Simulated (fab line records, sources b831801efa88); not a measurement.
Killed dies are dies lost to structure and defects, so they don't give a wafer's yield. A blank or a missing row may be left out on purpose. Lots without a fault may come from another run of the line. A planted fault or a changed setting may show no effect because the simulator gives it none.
fab line records | flow gf180mcu
record lots=5 wafers=15 last_day=34
route steps=602 shown HV_LDD@193
lots that met no fault: from a run of the same line without faults
start_h: hours from the record's first day to the start of the lot's first wafer shown | wait_h: hours since the lot's step before | " the same as in the row above | L1.1+2: a row that stands for several wafers | - no value, or no start given | * or withheld: withheld | < > ~ a bound
route shown NAME@n: a module of which the file shows steps, and the number in the route of the first | usual: mean/standard deviation of fault-free wafers | same: alike in all rows | chamber/n: place in a boat | sites: the reading at each site | _std_site: their standard deviation | _edge_site: outer sites' mean less inner sites' | radius_mm: how far each site lies from the wafer's centre | mask NAME#n: copy n | behind: the tool/chamber that last shaped the wafer | hold: why the lot was held/for how many hours/how that ended | device: the transistor (n, p or np) that didn't switch | end of line: the same wafers' tests at the end of the route | a step without rows: its recipe alone | killed: dies lost to structure and defects at the first sort, not the wafer's yield | map: a wafer's dies, x killed, . not, _ none there
set.NAME: the setting as run; set.NAME@STEP: as run at that earlier step | model.NAME: the simulator's own value behind a step, which no gauge read
lots at some steps of the route; a table a step, a row a wafer
services: from which hour (start_h, from the record's first day; less than 0 if before it) a tool's chamber was out of use, for how many hours, and why
## steps
# step GF_HV_LDD_PEB_17
# recipe temp_c=withheld time_s=* resist=NOVOLAK
# columns lot.wafer tool chamber start_h wait_h
L075.3+4+6 litho_track-04 0 - -
L090.3+4+6 litho_track-04 0 - -
L094.2+5+6 litho_track-04 0 - -
L096.3+5+6 litho_track-01 0 - -
L097.2+3+5 litho_track-03 0 - -
# step GF_HV_LDD_DEVELOP_18
# recipe develop_time_s=62.5 dev_temp_c=23
# columns lot.wafer tool chamber start_h wait_h
L075.3+4+6 litho_track-04 0 237.86 0.1
L090.3+4+6 litho_track-04 0 362.85 0.1
L094.2+5+6 litho_track-04 0 389.18 0.1
L096.3+5+6 litho_track-01 0 400.17 0.1
L097.2+3+5 litho_track-03 0 412.53 0.1
# step GF_HV_LDD_CD_MEAS_19
# recipe target_cd_nm=400
# usual cd_nm=403.9/2.2
# columns lot.wafer tool chamber start_h wait_h cd_nm
L075.3 cd_sem-02 - 238.00 0.1 403.0
L075.4 " - " " 403.8
L075.6 " - " " 402.7
L090.3 cd_sem-02 - 362.99 0.1 403.3
L090.4 " - " " 403.6
L090.6 " - " " 401.1
L094.2 cd_sem-02 - 389.32 0.1 409.1
L094.5 " - " " 407.5
L094.6 " - " " 410.5
L096.3 cd_sem-02 - 400.31 0.1 401.9
L096.5 " - " " 403.5
L096.6 " - " " 402.9
L097.2 cd_sem-01 - 412.67 0.1 401.0
L097.3 " - " " 403.3
L097.5 " - " " 403.2
# step GF_HV_LDD_OVL_MEAS_20
# usual HV_LDD_01_OVL=0.4/1.4
# columns lot.wafer tool chamber start_h wait_h HV_LDD_01_OVL[nm]
L075.3 overlay-01 - 238.09 0.1 0.2
L075.4 " - " " -1.1
L075.6 " - " " -0.4
L090.3 overlay-01 - 363.09 0.1 -1.4
L090.4 " - " " -1.2
L090.6 " - " " -3.0
L094.2 overlay-01 - 389.43 0.1 0.1
L094.5 " - " " 0.2
L094.6 " - " " 0.3
L096.3 overlay-01 - 400.41 0.1 4.0
L096.5 " - " " 3.4
L096.6 " - " " 3.4
L097.2 overlay-01 - 412.78 0.1 -0.4
L097.3 " - " " 0.5
L097.5 " - " " -1.5
# step GF_HV_LDD_IMPLANT_21
# recipe species=BF2 energy_kev=25 dose_cm2=5e+13 tilt_deg=7
# usual end_station_pressure_torr=5.24e-06/3e-07
# columns lot.wafer tool chamber start_h wait_h end_station_pressure_torr
L075.3 implanter-02 0 238.16 0.1 5.53e-06
L075.4 " 0 " " 5.08e-06
L075.6 " 0 " " 5.13e-06
L090.3 implanter-02 0 363.16 0.1 4.99e-06
L090.4 " 0 " " 5.17e-06
L090.6 " 0 " " 5.94e-06
L094.2 implanter-03 0 389.48 0.0 5.09e-06
L094.5 " 0 " " 5.25e-06
L094.6 " 0 " " 5.51e-06
L096.3 implanter-01 0 400.48 0.1 4.9e-06
L096.5 " 0 " " 4.85e-06
L096.6 " 0 " " 4.89e-06
L097.2 implanter-03 0 412.83 0.0 4.94e-06
L097.3 " 0 " " 5.57e-06
L097.5 " 0 " " 5.18e-06
# step GF_HV_LDD_STRIP_22
# recipe chemistry=O2/N2 power_w=1400 pressure_mtorr=1500 platen_temp_c=250 o2_flow_sccm=3000 n2_flow_sccm=300 overash_fraction=0.5
# usual drypump_motor_current_A=5.7/0.45 heater_power_w=327/21 oes_product_au=0.716/0.0043 strip_time_to_endpoint_s=12.64/0.03
# columns lot.wafer tool chamber start_h wait_h drypump_motor_current_A heater_power_w oes_product_au rf_hours_counter_h strip_time_to_endpoint_s
L075.3 plasma_asher-03 1 238.30 0.1 5.3 338 0.717 - 12.62
L075.4 " 0 " " 6.1 359 0.712 - 12.65
L075.6 " 1 " " 5.3 335 0.711 - 12.61
L090.3 plasma_asher-03 0 363.29 0.1 6.1 359 0.715 - 12.62
L090.4 " 1 " " 5.3 338 0.719 - 12.67
L090.6 " 1 " " 5.3 330 0.713 - 12.67
L094.2 plasma_asher-03 1 389.61 0.1 5.2 331 0.711 78 12.64
L094.5 " 0 " " 6.1 359 0.717 - 12.62
L094.6 " 1 " " 5.3 328 0.715 - 12.61
L096.3 plasma_asher-03 1 400.61 0.1 5.3 329 0.717 - 12.68
L096.5 " 1 " " 5.3 337 0.713 - 12.66
L096.6 " 0 " " 6.1 359 0.721 - 12.67
L097.2 plasma_asher-03 1 412.96 0.1 5.3 329 0.717 80 12.66
L097.3 " 0 " " 6.1 354 0.716 - 12.61
L097.5 " 1 " " 5.3 330 0.720 - 12.62
# step GF_HV_LDD_TW_MEAS_23
# usual HV_LDD_2_TW=1056/12
# columns lot.wafer tool chamber start_h wait_h HV_LDD_2_TW
L075.3 film_metro-04 - 238.38 0.1 1035
L075.4 " - " " 1031
L075.6 " - " " 1034
L090.3 film_metro-01 - 363.38 0.1 1068
L090.4 " - " " 1064
L090.6 " - " " 1068
L094.2 film_metro-02 - 389.72 0.1 1058
L094.5 " - " " 1062
L094.6 " - " " 1062
L096.3 film_metro-04 - 400.70 0.1 1041
L096.5 " - " " 1040
L096.6 " - " " 1040
L097.2 film_metro-02 - 413.07 0.1 1063
L097.3 " - " " 1061
L097.5 " - " " 1063
# step GF_HV_LDD_DEHYDRATE_24
# recipe temp_c=200 time_s=60
# columns lot.wafer tool chamber start_h wait_h
L075.3+4+6 litho_track-04 0 246.91 8.5
L090.3+4+6 litho_track-04 0 373.80 10.4
L094.2+5+6 litho_track-01 0 400.30 10.6
L096.3+5+6 litho_track-04 0 411.55 10.8
L097.2+3+5 litho_track-04 0 424.63 11.6
# step GF_HV_LDD_HMDS_25
# recipe prime_time_s=60 prime_temp_c=120
# columns lot.wafer tool chamber start_h wait_h
L075.3+4+6 litho_track-04 0 247.06 0.1
L090.3+4+6 litho_track-04 0 373.95 0.1
L094.2+5+6 litho_track-01 0 400.45 0.1
L096.3+5+6 litho_track-04 0 411.70 0.1
L097.2+3+5 litho_track-04 0 424.78 0.1
# step GF_HV_LDD_COAT_26
# recipe resist=NOVOLAK spin_rpm=3000 resist_thk_nm=1000
# columns lot.wafer tool chamber start_h wait_h
L075.3+4+6 litho_track-04 0 247.21 0.1
L090.3+4+6 litho_track-04 0 374.10 0.1
L094.2+5+6 litho_track-01 0 400.60 0.1
L096.3+5+6 litho_track-04 0 411.85 0.1
L097.2+3+5 litho_track-04 0 424.93 0.1
# step GF_HV_LDD_SOFTBAKE_27
# recipe temp_c=90 time_s=60 resist=NOVOLAK
# columns lot.wafer tool chamber start_h wait_h
L075.3+4+6 litho_track-04 0 247.36 0.1
L090.3+4+6 litho_track-04 0 374.25 0.1
L094.2+5+6 litho_track-01 0 400.75 0.1
L096.3+5+6 litho_track-04 0 412.00 0.1
L097.2+3+5 litho_track-04 0 425.08 0.1
# step GF_HV_LDD_EXPOSE_28
# recipe mask_id=Nplus_HV_AREA target_cd_nm=400 na=0.6 source_shape=conventional sigma_outer=0.6 dose_mj=140
# columns lot.wafer tool chamber start_h wait_h mask
L075.3+4+6 iline_stepper-01 0 - - Nplus_HV_AREA#0
L090.3+4+6 iline_stepper-01 0 - - Nplus_HV_AREA#0
L094.2+5+6 iline_stepper-02 0 - - Nplus_HV_AREA#0
L096.3+5+6 iline_stepper-01 0 - - Nplus_HV_AREA#0
L097.2+3+5 iline_stepper-01 0 - - Nplus_HV_AREA#0
# step GF_HV_LDD_PEB_29
# recipe temp_c=withheld time_s=* resist=NOVOLAK
# columns lot.wafer tool chamber start_h wait_h
L075.3+4+6 litho_track-03 0 - -
L090.3+4+6 litho_track-01 0 - -
L094.2+5+6 litho_track-03 0 - -
L096.3+5+6 litho_track-04 0 - -
L097.2+3+5 litho_track-04 0 - -
# step GF_HV_LDD_DEVELOP_30
# recipe develop_time_s=60 dev_temp_c=23
# columns lot.wafer tool chamber start_h wait_h
L075.3+4+6 litho_track-03 0 256.50 0.1
L090.3+4+6 litho_track-01 0 385.67 0.1
L094.2+5+6 litho_track-03 0 411.88 0.1
L096.3+5+6 litho_track-04 0 422.90 0.1
L097.2+3+5 litho_track-04 0 437.23 0.1
# step GF_HV_LDD_CD_MEAS_31
# recipe target_cd_nm=400
# usual cd_nm=400.4/2.5
# columns lot.wafer tool chamber start_h wait_h cd_nm
L075.3 cd_sem-02 - 256.64 0.1 403.0
L075.4 " - " " 404.1
L075.6 " - " " 402.9
L090.3 cd_sem-02 - 385.81 0.1 400.0
L090.4 " - " " 401.9
L090.6 " - " " 402.2
L094.2 cd_sem-01 - 412.02 0.1 401.4
L094.5 " - " " 400.7
L094.6 " - " " 398.7
L096.3 cd_sem-01 - 423.04 0.1 397.7
L096.5 " - " " 395.0
L096.6 " - " " 398.1
L097.2 cd_sem-01 - 437.37 0.1 400.9
L097.3 " - " " 400.4
L097.5 " - " " 400.3
# step GF_HV_LDD_OVL_MEAS_32
# usual HV_LDD_02_OVL=1.2/1.4
# columns lot.wafer tool chamber start_h wait_h HV_LDD_02_OVL[nm]
L075.3 overlay-01 - 256.74 0.1 -0.4
L075.4 " - " " 1.5
L075.6 " - " " 0.5
L090.3 overlay-01 - 385.91 0.1 1.3
L090.4 " - " " -0.1
L090.6 " - " " 1.1
L094.2 overlay-02 - 412.13 0.1 0.0
L094.5 " - " " 1.6
L094.6 " - " " 1.5
L096.3 overlay-02 - 423.13 0.1 0.7
L096.5 " - " " 2.0
L096.6 " - " " 2.5
L097.2 overlay-02 - 437.48 0.1 1.2
L097.3 " - " " 0.7
L097.5 " - " " 2.7
# step GF_HV_LDD_IMPLANT_33
# recipe species=P energy_kev=60 dose_cm2=7.5e+12 tilt_deg=30 rotation_deg=0
# usual end_station_pressure_torr=5.01e-06/2.7e-07
# columns lot.wafer tool chamber start_h wait_h end_station_pressure_torr
L075.3 implanter-03 0 256.81 0.1 5.08e-06
L075.4 " 0 " " 5.01e-06
L075.6 " 0 " " 5.23e-06
L090.3 implanter-02 0 385.98 0.1 4.85e-06
L090.4 " 0 " " 4.72e-06
L090.6 " 0 " " 5.11e-06
L094.2 implanter-01 0 412.18 0.0 4.89e-06
L094.5 " 0 " " 4.26e-06
L094.6 " 0 " " 5.12e-06
L096.3 implanter-01 0 423.21 0.1 4.62e-06
L096.5 " 0 " " 5.08e-06
L096.6 " 0 " " 5.24e-06
L097.2 implanter-03 0 437.53 0.0 5.12e-06
L097.3 " 0 " " 5.42e-06
L097.5 " 0 " " 4.92e-06
# step GF_HV_LDD_IMPLANT_34
# recipe species=P energy_kev=60 dose_cm2=7.5e+12 tilt_deg=30 rotation_deg=90
# usual end_station_pressure_torr=5.05e-06/2.4e-07
# columns lot.wafer tool chamber start_h wait_h end_station_pressure_torr
L075.3 implanter-03 0 256.96 0.1 5.16e-06
L075.4 " 0 " " 4.77e-06
L075.6 " 0 " " 5.1e-06
L090.3 implanter-02 0 386.13 0.1 4.67e-06
L090.4 " 0 " " 5.29e-06
L090.6 " 0 " " 5.01e-06
L094.2 implanter-01 0 412.33 0.1 5.08e-06
L094.5 " 0 " " 5.31e-06
L094.6 " 0 " " 5.08e-06
L096.3 implanter-01 0 423.36 0.1 4.98e-06
L096.5 " 0 " " 5.15e-06
L096.6 " 0 " " 5.34e-06
L097.2 implanter-03 0 437.68 0.1 4.95e-06
L097.3 " 0 " " 4.78e-06
L097.5 " 0 " " 5.29e-06
# step GF_HV_LDD_IMPLANT_35
# recipe species=P energy_kev=60 dose_cm2=7.5e+12 tilt_deg=30 rotation_deg=180
# usual end_station_pressure_torr=5.01e-06/3e-07
# columns lot.wafer tool chamber start_h wait_h end_station_pressure_torr
L075.3 implanter-03 0 257.11 0.1 5.38e-06
L075.4 " 0 " " 5.14e-06
L075.6 " 0 " " 5.18e-06
L090.3 implanter-02 0 386.28 0.1 4.98e-06
L090.4 " 0 " " 5.55e-06
L090.6 " 0 " " 4.73e-06
L094.2 implanter-01 0 412.48 0.1 5.2e-06
L094.5 " 0 " " 4.44e-06
L094.6 " 0 " " 4.93e-06
L096.3 implanter-01 0 423.51 0.1 5.12e-06
L096.5 " 0 " " 5.42e-06
L096.6 " 0 " " 5.23e-06
L097.2 implanter-03 0 437.83 0.1 4.89e-06
L097.3 " 0 " " 5.01e-06
L097.5 " 0 " " 5.11e-06
# step GF_HV_LDD_IMPLANT_36
# recipe species=P energy_kev=60 dose_cm2=7.091e+12 tilt_deg=30 rotation_deg=270
# usual end_station_pressure_torr=5.01e-06/2.7e-07
# columns lot.wafer tool chamber start_h wait_h end_station_pressure_torr
L075.3 implanter-03 0 257.26 0.1 4.7e-06
L075.4 " 0 " " 4.91e-06
L075.6 " 0 " " 4.98e-06
L090.3 implanter-02 0 386.43 0.1 5.42e-06
L090.4 " 0 " " 4.91e-06
L090.6 " 0 " " 5.49e-06
L094.2 implanter-01 0 412.63 0.1 5.45e-06
L094.5 " 0 " " 5.36e-06
L094.6 " 0 " " 5.42e-06
L096.3 implanter-01 0 423.66 0.1 5.16e-06
L096.5 " 0 " " 4.78e-06
L096.6 " 0 " " 5.2e-06
L097.2 implanter-03 0 437.98 0.1 4.63e-06
L097.3 " 0 " " 4.38e-06
L097.5 " 0 " " 5.35e-06
# step GF_HV_LDD_STRIP_37
# recipe chemistry=O2/N2 power_w=1400 pressure_mtorr=1500 platen_temp_c=250 o2_flow_sccm=3000 n2_flow_sccm=300 overash_fraction=0.5
# usual drypump_motor_current_A=5.7/0.45 heater_power_w=326/21 oes_product_au=0.717/0.005 strip_time_to_endpoint_s=12.63/0.039
# columns lot.wafer tool chamber start_h wait_h drypump_motor_current_A heater_power_w oes_product_au rf_hours_counter_h strip_time_to_endpoint_s
L075.3 plasma_asher-02 0 257.39 0.1 5.4 281 0.715 - 12.66
L075.4 " 1 " " 5.2 316 0.714 - 12.63
L075.6 " 0 " " 5.4 290 0.721 - 12.67
L090.3 plasma_asher-04 1 386.56 0.1 6.2 341 0.715 - 12.57
L090.4 " 0 " " 6.3 328 0.715 - 12.54
L090.6 " 0 " " 6.2 323 0.717 - 12.58
L094.2 plasma_asher-02 1 412.76 0.1 5.2 320 0.731 30 12.63
L094.5 " 1 " " 5.2 314 0.725 - 12.66
L094.6 " 0 " " 5.4 296 0.725 - 12.64
L096.3 plasma_asher-03 0 423.79 0.1 6.1 353 0.717 - 12.67
L096.5 " 0 " " 6.1 356 0.714 - 12.65
L096.6 " 1 " " 5.3 332 0.707 - 12.67
L097.2 plasma_asher-03 1 438.11 0.1 5.2 325 0.711 83 12.67
L097.3 " 1 " " 5.3 338 0.712 - 12.65
L097.5 " 0 " " 6.1 349 0.720 - 12.70
# step GF_HV_LDD_TW_MEAS_38
# usual HV_LDD_3_TW=1427/16
# columns lot.wafer tool chamber start_h wait_h HV_LDD_3_TW
L075.3 film_metro-02 - 257.48 0.1 1438
L075.4 " - " " 1433
L075.6 " - " " 1433
L090.3 film_metro-01 - 386.65 0.1 1442
L090.4 " - " " 1441
L090.6 " - " " 1438
L094.2 film_metro-04 - 412.88 0.1 1404
L094.5 " - " " 1400
L094.6 " - " " 1400
L096.3 film_metro-04 - 423.88 0.1 1398
L096.5 " - " " 1400
L096.6 " - " " 1404
L097.2 film_metro-01 - 438.22 0.1 1450
L097.3 " - " " 1443
L097.5 " - " " 1455
# step GF_HV_LDD_DEHYDRATE_39
# recipe temp_c=200 time_s=60
# columns lot.wafer tool chamber start_h wait_h
L075.3+4+6 litho_track-01 0 266.88 9.4
L090.3+4+6 litho_track-03 0 397.35 10.7
L094.2+5+6 litho_track-01 0 424.05 11.2
L096.3+5+6 litho_track-03 0 435.50 11.6
L097.2+3+5 litho_track-01 0 449.85 11.6
# step GF_HV_LDD_HMDS_40
# recipe prime_time_s=60 prime_temp_c=120
# columns lot.wafer tool chamber start_h wait_h
L075.3+4+6 litho_track-01 0 267.03 0.1
L090.3+4+6 litho_track-03 0 397.50 0.1
L094.2+5+6 litho_track-01 0 424.20 0.1
L096.3+5+6 litho_track-03 0 435.65 0.1
L097.2+3+5 litho_track-01 0 450.00 0.1
# step GF_HV_LDD_COAT_41
# recipe resist=NOVOLAK spin_rpm=3000 resist_thk_nm=1000
# columns lot.wafer tool chamber start_h wait_h
L075.3+4+6 litho_track-01 0 267.18 0.1
L090.3+4+6 litho_track-03 0 397.65 0.1
L094.2+5+6 litho_track-01 0 424.35 0.1
L096.3+5+6 litho_track-03 0 435.80 0.1
L097.2+3+5 litho_track-01 0 450.15 0.1
# step GF_HV_LDD_SOFTBAKE_42
# recipe temp_c=90 time_s=60 resist=NOVOLAK
# columns lot.wafer tool chamber start_h wait_h
L075.3+4+6 litho_track-01 0 267.33 0.1
L090.3+4+6 litho_track-03 0 397.80 0.1
L094.2+5+6 litho_track-01 0 424.50 0.1
L096.3+5+6 litho_track-03 0 435.95 0.1
L097.2+3+5 litho_track-01 0 450.30 0.1
# step GF_HV_LDD_EXPOSE_43
# recipe mask_id=Pplus_HV_AREA target_cd_nm=400 na=0.6 source_shape=conventional sigma_outer=0.6 dose_mj=140
# columns lot.wafer tool chamber start_h wait_h mask
L075.3+4+6 iline_stepper-02 0 - - Pplus_HV_AREA#0
L090.3+4+6 iline_stepper-02 0 - - Pplus_HV_AREA#0
L094.2+5+6 iline_stepper-01 0 - - Pplus_HV_AREA#0
L096.3+5+6 iline_stepper-01 0 - - Pplus_HV_AREA#0
L097.2+3+5 iline_stepper-02 0 - - Pplus_HV_AREA#0
# step GF_HV_LDD_PEB_44
# recipe temp_c=withheld time_s=* resist=NOVOLAK
# columns lot.wafer tool chamber start_h wait_h
L075.3+4+6 litho_track-04 0 - -
L090.3+4+6 litho_track-03 0 - -
L094.2+5+6 litho_track-01 0 - -
L096.3+5+6 litho_track-03 0 - -
L097.2+3+5 litho_track-04 0 - -
# step GF_HV_LDD_DEVELOP_45
# recipe develop_time_s=60 dev_temp_c=24.08
# columns lot.wafer tool chamber start_h wait_h
L075.3+4+6 litho_track-04 0 276.51 0.1
L090.3+4+6 litho_track-03 0 409.35 0.1
L094.2+5+6 litho_track-01 0 436.65 0.1
L096.3+5+6 litho_track-03 0 448.10 0.1
L097.2+3+5 litho_track-04 0 462.23 0.1
# step GF_HV_LDD_CD_MEAS_46
# recipe target_cd_nm=400
# usual cd_nm=396.4/2.1
# columns lot.wafer tool chamber start_h wait_h cd_nm
L075.3 cd_sem-02 - 276.65 0.1 393.0
L075.4 " - " " 395.1
L075.6 " - " " 394.9
L090.3 cd_sem-01 - 409.49 0.1 395.6
L090.4 " - " " 395.3
L090.6 " - " " 394.4
L094.2 cd_sem-01 - 436.79 0.1 396.9
L094.5 " - " " 398.8
L094.6 " - " " 396.5
L096.3 cd_sem-02 - 448.24 0.1 395.5
L096.5 " - " " 396.9
L096.6 " - " " 396.4
L097.2 cd_sem-02 - 462.51 0.3 393.3
L097.3 " - " " 394.2
L097.5 " - " " 395.1
# step GF_HV_LDD_OVL_MEAS_47
# usual HV_LDD_03_OVL=1.2/1.4
# columns lot.wafer tool chamber start_h wait_h HV_LDD_03_OVL[nm]
L075.3 overlay-01 - 276.74 0.1 1.8
L075.4 " - " " 3.0
L075.6 " - " " 1.5
L090.3 overlay-02 - 409.58 0.1 0.9
L090.4 " - " " 1.5
L090.6 " - " " 2.9
L094.2 overlay-01 - 436.90 0.1 1.8
L094.5 " - " " 1.4
L094.6 " - " " 2.3
L096.3 overlay-01 - 448.33 0.1 -1.4
L096.5 " - " " -1.2
L096.6 " - " " -2.4
L097.2 overlay-01 - 462.61 0.1 2.8
L097.3 " - " " 2.5
L097.5 " - " " 1.7
# step GF_HV_LDD_IMPLANT_48
# recipe species=B energy_kev=25 dose_cm2=3e+13 tilt_deg=7
# usual end_station_pressure_torr=5.11e-06/2.7e-07
# columns lot.wafer tool chamber start_h wait_h end_station_pressure_torr
L075.3 implanter-01 0 276.81 0.1 4.58e-06
L075.4 " 0 " " 5.51e-06
L075.6 " 0 " " 4.91e-06
L090.3 implanter-01 0 409.66 0.1 5.62e-06
L090.4 " 0 " " 5.19e-06
L090.6 " 0 " " 5.61e-06
L094.2 implanter-02 0 436.96 0.0 4.86e-06
L094.5 " 0 " " 5.39e-06
L094.6 " 0 " " 4.97e-06
L096.3 implanter-01 0 448.41 0.1 5.34e-06
L096.5 " 0 " " 4.9e-06
L096.6 " 0 " " 5.25e-06
L097.2 implanter-03 0 462.67 0.0 4.69e-06
L097.3 " 0 " " 5.05e-06
L097.5 " 0 " " 5.46e-06
# step GF_HV_LDD_STRIP_49
# recipe chemistry=O2/N2 power_w=1400 pressure_mtorr=1500 platen_temp_c=250 o2_flow_sccm=3000 n2_flow_sccm=300 overash_fraction=0.5
# usual drypump_motor_current_A=5.7/0.46 heater_power_w=322/21 oes_product_au=0.715/0.0047 strip_time_to_endpoint_s=12.64/0.043
# columns lot.wafer tool chamber start_h wait_h drypump_motor_current_A heater_power_w oes_product_au rf_hours_counter_h strip_time_to_endpoint_s
L075.3 plasma_asher-04 0 276.94 0.1 6.2 331 0.725 - 12.67
L075.4 " 1 " " 6.2 339 0.717 - 12.66
L075.6 " 0 " " 6.2 323 0.714 - 12.70
L090.3 plasma_asher-02 1 409.79 0.1 5.2 322 0.714 - 12.62
L090.4 " 0 " " 5.4 290 0.717 - 12.61
L090.6 " 1 " " 5.2 322 0.715 - 12.64
L094.2 plasma_asher-03 1 437.08 0.1 5.3 330 0.710 83 12.62
L094.5 " 1 " " 5.3 330 0.715 - 12.60
L094.6 " 0 " " 6.1 362 0.717 - 12.62
L096.3 plasma_asher-04 1 448.54 0.1 6.2 329 0.716 - 12.63
L096.5 " 0 " " 6.2 334 0.718 - 12.62
L096.6 " 1 " " 6.2 322 0.714 - 12.64
L097.2 plasma_asher-03 0 462.79 0.1 6.1 366 0.718 86 12.71
L097.3 " 0 " " 6.1 366 0.718 - 12.74
L097.5 " 0 " " 6.1 366 0.716 - 12.74
# step GF_HV_LDD_TW_MEAS_50
# usual HV_LDD_4_TW=571/6.1
# columns lot.wafer tool chamber start_h wait_h HV_LDD_4_TW
L075.3 film_metro-01 - 277.03 0.1 571
L075.4 " - " " 577
L075.6 " - " " 575
L090.3 film_metro-04 - 409.88 0.1 556
L090.4 " - " " 558
L090.6 " - " " 556
L094.2 film_metro-01 - 437.19 0.1 581
L094.5 " - " " 579
L094.6 " - " " 578
L096.3 film_metro-02 - 448.63 0.1 567
L096.5 " - " " 567
L096.6 " - " " 569
L097.2 film_metro-01 - 462.90 0.1 576
L097.3 " - " " 576
L097.5 " - " " 578
# step GF_HV_LDD_CLEAN_51
# recipe chemistry=SC1/SC2 mix=1:4:20 temp_c=70 time_s=150 dry=n2_spin
# usual temp_c=69.97/0.12
# columns lot.wafer tool chamber start_h wait_h temp_c
L075.3 wet_bench-01 1 277.07 0.0 69.96
L075.4 " 1 " " 69.95
L075.6 " 1 " " 70.01
L090.3 wet_bench-03 3 409.92 0.0 70.09
L090.4 " 3 " " 70.16
L090.6 " 3 " " 70.16
L094.2 wet_bench-03 1 437.24 0.0 70.09
L094.5 " 1 " " 70.00
L094.6 " 1 " " 70.06
L096.3 wet_bench-03 2 448.67 0.0 70.11
L096.5 " 2 " " 69.91
L096.6 " 2 " " 69.89
L097.2 wet_bench-02 0 462.95 0.0 69.89
L097.3 " 0 " " 69.88
L097.5 " 0 " " 70.04
# step GF_HV_LDD_RTA_52
# recipe temp_c=1000 time_s=10 ambient=N2
# usual lamp_power_pct=34.4/0.36 wafer_temp_C_max=1004.2/0.87
# columns lot.wafer tool chamber start_h wait_h lamp_power_pct wafer_temp_C_max
L075.3 rtp_anneal-02 0 277.14 0.0 34.7 1005.4
L075.4 " 0 " " 34.7 1004.3
L075.6 " 0 " " 34.7 1004.1
L090.3 rtp_anneal-01 0 409.99 0.0 34.0 1004.8
L090.4 " 0 " " 34.0 1004.7
L090.6 " 0 " " 34.0 1005.4
L094.2 rtp_anneal-02 0 437.30 0.0 34.7 1003.0
L094.5 " 0 " " 34.7 1003.5
L094.6 " 0 " " 34.7 1003.2
L096.3 rtp_anneal-01 0 448.74 0.0 34.0 1005.6
L096.5 " 0 " " 34.0 1004.2
L096.6 " 0 " " 34.0 1004.4
L097.2 rtp_anneal-02 0 463.01 0.0 34.7 1003.5
L097.3 " 0 " " 34.7 1003.8
L097.5 " 0 " " 34.7 1003.9
# step GF_HV_LDD_RS_MEAS_53
# recipe thk_meas_gauge=four-point-probe
# usual HV_LDD_RS=419.7/0.94
# columns lot.wafer tool chamber start_h wait_h HV_LDD_RS[ohm/sq]
L075.3 film_metro-02 - 277.23 0.1 417.8
L075.4 " - " " 419.1
L075.6 " - " " 418.2
L090.3 film_metro-02 - 410.07 0.1 418.8
L090.4 " - " " 419.1
L090.6 " - " " 418.5
L094.2 film_metro-04 - 437.38 0.1 420.3
L094.5 " - " " 420.0
L094.6 " - " " 418.8
L096.3 film_metro-01 - 448.82 0.1 420.8
L096.5 " - " " 420.3
L096.6 " - " " 421.0
L097.2 film_metro-02 - 463.09 0.1 419.6
L097.3 " - " " 420.5
L097.5 " - " " 419.1
## services
# columns tool chamber start_h hours kind
iline_stepper-01 - 231.01 1.7 pm
implanter-02 - 243.01 2.7 pm
iline_stepper-02 - 252.40 2.7 repair
plasma_asher-04 - 267.37 4.0 repair
wet_bench-01 - 274.25 1.2 repair
plasma_asher-03 - 279.84 2.5 repair
plasma_asher-04 - 317.19 2.1 repair
plasma_asher-02 - 323.50 3.2 repair
plasma_asher-04 - 326.28 0.4 repair
implanter-03 - 339.39 2.3 repair
implanter-03 - 360.35 1.6 repair
rtp_anneal-02 - 383.48 4.0 pm
iline_stepper-01 - 389.12 4.4 pm
plasma_asher-03 - 391.62 3.1 repair
implanter-03 - 405.63 3.7 pm
rtp_anneal-01 - 412.71 6.6 pm
wet_bench-01 - 412.72 1.1 repair
iline_stepper-02 - 414.55 1.7 pm
wet_bench-01 - 416.58 18.0 repair
plasma_asher-04 - 421.25 9.0 pm
plasma_asher-04 0 421.25 9.0 vent_cycle
plasma_asher-04 - 431.29 1.4 repair
iline_stepper-01 - 449.19 1.7 pm
iline_stepper-01 - 460.21 2.5 repair
## key
fault none
